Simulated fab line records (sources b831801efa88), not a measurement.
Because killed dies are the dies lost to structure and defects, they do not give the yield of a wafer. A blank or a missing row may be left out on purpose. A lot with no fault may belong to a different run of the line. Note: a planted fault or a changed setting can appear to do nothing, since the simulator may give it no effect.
Matching of chambers ; flow sky130 ; SKY_SONOS_ONO_ETCH_15 on rieDiel-04: 4 sister chambers
The step etches the open film in CHF3/O2, target depth 19.52 nm, time 7.8 s. 18 wafers are shown with their chamber, then 9 later ones without.

## WAFERS PAIRED WITH THEIR CHAMBERS
wafer;chamber;drypumpMotorCurrentA (A);oesProductAu (a.u.);throttleValvePct (%)
L074.2;2;4.9;1.009;8.842
L074.4;3;6.2;1.000;8.824
L074.5;3;6.3;0.997;8.807
L075.1;1;5.9;0.995;8.817
L075.3;3;6.3;0.984;8.826
L075.4;2;4.9;1.008;8.820
L077.1;0;6.2;1.004;8.821
L077.2;2;4.9;0.999;8.822
L077.6;2;4.9;1.011;8.826
L078.1;3;6.3;0.996;8.828
L078.4;2;4.9;1.013;8.818
L078.6;1;5.9;1.005;8.822
L079.4;1;5.9;1.009;8.818
L079.5;1;5.9;1.003;8.826
L079.6;0;6.2;1.008;8.826
L085.1;1;5.9;1.007;8.820
L085.2;3;6.3;1.006;8.825
L085.3;2;4.9;1.014;8.826

SIGNATURES (means of the wafers above)
reading;chamber 0;chamber 1;chamber 2;chamber 3;scatter within a chamber
drypumpMotorCurrentA;6.200;5.900;4.900;6.280;0.0239
oesProductAu;1.00600;1.00380;1.00900;0.99660;0.00615
throttleValvePct;8.82350;8.82060;8.82567;8.82200;0.0072
Rule: distance of a wafer from a chamber = root of the sum over the readings of ((wafer's reading minus chamber's mean) / reading's scatter) squared. If the next closest chamber is less than 2 further off than the closest, the wafer can't be placed; otherwise it belongs to the closest. How the scatter is found: for the shown wafers, subtract from each reading the mean of its chamber, square and add these, divide the total by (wafers less chambers), then take the root.

## WAFERS WHOSE CHAMBER IS MISSING
wafer;drypumpMotorCurrentA (A);oesProductAu (a.u.);throttleValvePct (%)
L086.2;4.9;1.011;8.813
L086.4;5.9;0.996;8.833
L086.6;4.9;1.026;8.828
L094.1;6.2;1.008;8.824
L094.2;4.9;1.015;8.822
L094.3;5.9;1.003;8.803
L095.1;5.8;1.004;8.833
L095.4;4.9;1.013;8.821
L095.6;5.8;1.003;8.817

## CHAMBER TAKEN BY EACH
wafer;from the rows above;in truth
L086.2;2;2
L086.4;1;1
L086.6;2;2
L094.1;0;0
L094.2;2;2
L094.3;1;1
L095.1;1;1
L095.4;2;2
L095.6;1;1
Correctly placed: 9 of 9. Number that these rows cannot place: 0. Placed wrongly: 0.
